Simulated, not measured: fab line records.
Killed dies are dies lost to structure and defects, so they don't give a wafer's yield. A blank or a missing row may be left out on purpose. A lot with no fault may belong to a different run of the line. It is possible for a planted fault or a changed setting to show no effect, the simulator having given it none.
Problem report, 8D (eight disciplines) form, completed by code	flow gf180mcu	the parts of the form that need people (team, actions taken, sign-off) are left out

== 1. WHAT IS WRONG ==
HV_LDD_CVD_56_THK at GF_HV_LDD_THK_MEAS_57 reads a mean of 64.5 nm on 3 wafers of 1 lot; wafers without a fault read 89.8 nm with a standard deviation of 0.65. Relative to the usual mean, that is a shift of -39 standard deviations.
The first sign was on wafer L526.2 at day 17 20:58, on film metro-01. The record has a number at this step for 33 wafers belonging to 11 lots. The rule behind "out" and "out of limits": a value lying over 4 standard deviations away from the usual mean. Any other wafer with a number is counted as sound.

== 2. WHAT IT IS, WHAT IT ISN'T ==
question	is	is not
which readings at this step	HV_LDD_CVD_56_THK	-
which lots	L526	L510, L511, L513, L517, L518, L519, L521, L530, L532, L533
which wafers of those lots	all that have a number	-
read on which gauges	film metro-01	film metro-03
when	from day 17 20:58	up to then (21 sound wafers); but 9 sound wafers of L530, L532, L533 came after

== 3. THE SUSPECTS, EACH WITH WHAT RULES IT OUT ==
Counting: a tool stays on the suspect list if, at a process step up to the reading, it processed all lots that are out and no sound lot following the first of them.
- ruled out: the gauge at GF_HV_LDD_THK_MEAS_57. All the wafers that are out were read on film metro-01, but those of them that GF_HV_LDD_CVD_56 has rows for are out there too, on other tools.
- lpcvd-01 at GF_HV_LDD_CVD_56 (deposits Si3N4 from DCS/NH3, target thk 90 nm, time 1543 s): kept. It ran the lot that is out, L526 (day 17 19:32), and no sound lot after that; its last sound lot up to then is L518 (day 15 09:22). Its own spike tc bottom C, spike tc centre C, spike tc lower C, spike tc top C, spike tc upper C, susceptor temp C readings are out on those wafers.
Left after counting: lpcvd-01 at GF_HV_LDD_CVD_56.

== 4. THE CAUSE (what the simulator had put in) ==
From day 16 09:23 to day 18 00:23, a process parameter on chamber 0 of lpcvd-01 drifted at GF_HV_LDD_CVD_56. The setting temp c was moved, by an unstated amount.
After counting, this tool was the only one left.

== 5. THE EFFECT CHAIN, in route order ==
Each row: a reading whose mean over the struck wafers that have a number lies more than 3 standard deviations from the usual. Readings are gone through only where the record gives a usual standard deviation; hours: the median, over the lots, of the time from a lot's start at the first step in this table giving one to that lot's start at this step; sigmas: the change measured in usual standard deviations.
hours	step	reading	usual	on struck wafers	change	sigmas
0	GF_HV_LDD_CVD_56	spike tc bottom C	787.5 C	769.9	-17.6	-12
0	GF_HV_LDD_CVD_56	spike tc centre C	770.8 C	753.4	-17.4	-13
0	GF_HV_LDD_CVD_56	spike tc lower C	769.9 C	752.6	-17.3	-12
0	GF_HV_LDD_CVD_56	spike tc top C	786.2 C	766.6	-19.6	-8.9
0	GF_HV_LDD_CVD_56	spike tc upper C	770.0 C	752.2	-17.8	-14
0	GF_HV_LDD_CVD_56	susceptor temp C	770.0 C	752.7	-17.3	-51
1	GF_HV_LDD_THK_MEAS_57	HV_LDD_CVD_56_THK	89.8 nm	64.5	-25.3	-39
1	GF_HV_LDD_ETCHBACK_58	oes product au	0.841 a.u.	0.716	-0.125	-22
Process steps it contains:
- GF_HV_LDD_CVD_56: deposits Si3N4 from DCS/NH3, target thk 90 nm, time 1543 s.
- GF_HV_LDD_ETCHBACK_58: etches Si3N4 in CH3F/O2, stops on SiO2, time 100 s, target depth 90 nm.
Later steps that measure or inspect, where all struck wafers having a row at the step show a number for every such reading and not one has moved that far: GF_CONTACT_THK_MEAS_26.

== 6. WHAT WOULD HAVE CAUGHT IT SOONER ==
The first out-of-limits reading at a measuring or inspecting step in this record came at day 17 20:58, 36 hours after the fault's start at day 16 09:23.
Tool's own readings at GF_HV_LDD_CVD_56, spike tc bottom C, spike tc centre C, spike tc lower C, spike tc top C, spike tc upper C, susceptor temp C: out on all struck wafers the step has rows for; an alarm limit on them would have tripped on the first.
The start of GF_HV_LDD_CVD_56 on lpcvd-01 came by day 17 20:58 for every one of the lots that are out (1). A hold on the tool at that time would have spared none of them.
